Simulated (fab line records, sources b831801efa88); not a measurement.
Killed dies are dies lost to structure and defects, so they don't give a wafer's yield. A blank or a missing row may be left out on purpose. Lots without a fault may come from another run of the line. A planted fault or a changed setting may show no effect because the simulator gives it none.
Split-lot experiment | flow sky130 | 5 lots, 23 wafers read, on a route of 708 steps

THE SPLIT
At SKY_NWELL_COAT_05 (resist thk 3000 nm), the setting spin_rpm was moved away from the recipe's 2000 rpm on 11 of the 23 wafers read, by -4.7% to +6.5%. The other wafers ran this setting at the recipe's value.

The reading is taken at the split's own step.

THE READING
coat_of_NWELL_COAT_05.thk_nm (the simulator's own value, which no gauge read), in nm, at SKY_NWELL_COAT_05 (resist thk 3000 nm). The file gives no usual value for it. The 12 wafers here that ran the recipe average 2998 nm, standard deviation 5.4 nm.

wafer  | tool, chamber at the split | spin_rpm as run, rpm | against the recipe | coat_of_NWELL_COAT_05.thk_nm, nm | against lot-mates on the recipe
L076.1 | litho_track-04, 0          | 2000                 | recipe             | 2995                             | -
L076.2 | litho_track-04, 0          | 1905                 | -4.7%              | 3069                             | +77
L076.3 | litho_track-04, 0          | 2000                 | recipe             | 2989                             | -
L076.5 | litho_track-04, 0          | 1905                 | -4.7%              | 3064                             | +72
L076.6 | litho_track-04, 0          | 1905                 | -4.7%              | 3065                             | +73
L080.1 | litho_track-04, 0          | 2116                 | +5.8%              | 2923                             | -76
L080.3 | litho_track-04, 0          | 2116                 | +5.8%              | 2921                             | -78
L080.4 | litho_track-04, 0          | 2000                 | recipe             | 3000                             | -
L080.5 | litho_track-04, 0          | 2000                 | recipe             | 2999                             | -
L080.6 | litho_track-04, 0          | 2116                 | +5.8%              | 2919                             | -80
L082.1 | litho_track-04, 0          | 2000                 | recipe             | 2996                             | -
L082.2 | litho_track-04, 0          | 2000                 | recipe             | 3006                             | -
L082.3 | litho_track-04, 0          | 2000                 | recipe             | 2990                             | -
L082.5 | litho_track-04, 0          | 1935                 | -3.2%              | 3060                             | +63
L082.6 | litho_track-04, 0          | 1935                 | -3.2%              | 3053                             | +56
L083.4 | litho_track-01, 0          | 2000                 | recipe             | 3000                             | -
L083.5 | litho_track-01, 0          | 2000                 | recipe             | 3005                             | -
L083.6 | litho_track-01, 0          | 2000                 | recipe             | 3004                             | -
L085.2 | litho_track-02, 0          | 2131                 | +6.5%              | 2897                             | -98
L085.3 | litho_track-02, 0          | 2000                 | recipe             | 2992                             | -
L085.4 | litho_track-02, 0          | 2000                 | recipe             | 2998                             | -
L085.5 | litho_track-02, 0          | 2131                 | +6.5%              | 2901                             | -94
L085.6 | litho_track-02, 0          | 2131                 | +6.5%              | 2893                             | -102

THE FIT
A straight line over all 23 wafers: coat_of_NWELL_COAT_05.thk_nm changes by -14.7 nm for each +1% of spin_rpm; r = -0.99; the points scatter about the line by 6.6 nm.
The same after taking each lot's own level away (the mean of its wafers on the recipe; 23 wafers): -15 nm for each +1%; r = -1.00; scatter 5.3 nm.
On that fit, the largest move of spin_rpm shifts the reading by 98 nm.
The lots' own levels span 2992.0 to 3003.0 nm, that is 2.0 times the standard deviation above.
So the lot-to-lot level changes the slope little: the two slopes agree.
Check: with one of the wafers moved furthest among these (+6.5%) left out of the fit, the line predicts -95.3 nm for it against its lot-mates. It came out at -98 nm against them.

OTHER SPLITS ON THESE WAFERS
These wafers also went through other splits before the reading. Each is held against what the fit with the lots' levels taken away leaves over:
other split on the same wafers      | wafers away from the commonest value | r with coat_of_NWELL_COAT_05.thk_nm (lot level and that fit taken away)
SKY_FIELD_ISO_CVD_03 pressure_mtorr | 15                                   | -0.14
SKY_NWELL_OXIDATION_01 temp_c       | 10                                   | -0.03

THE WHOLE CHAIN: every reading that the file lists as answering this split, in the file's order
step               | what it does       | reading                                                                       | change (the file's fit)              | r (the file's)
SKY_NWELL_COAT_05  | resist thk 3000 nm | coat_of_NWELL_COAT_05.thk_nm (the simulator's own value, which no gauge read) | -14.9 nm for each +1% of the setting | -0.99
SKY_NWELL_STRIP_14 | strips in O2/N2    | strip_time_to_endpoint_s                                                      | withheld for each +1% of the setting | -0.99

THE FILE'S OWN FIT
coat_of_NWELL_COAT_05.thk_nm changes by -14.9 nm for each +1% of spin_rpm, r = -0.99.
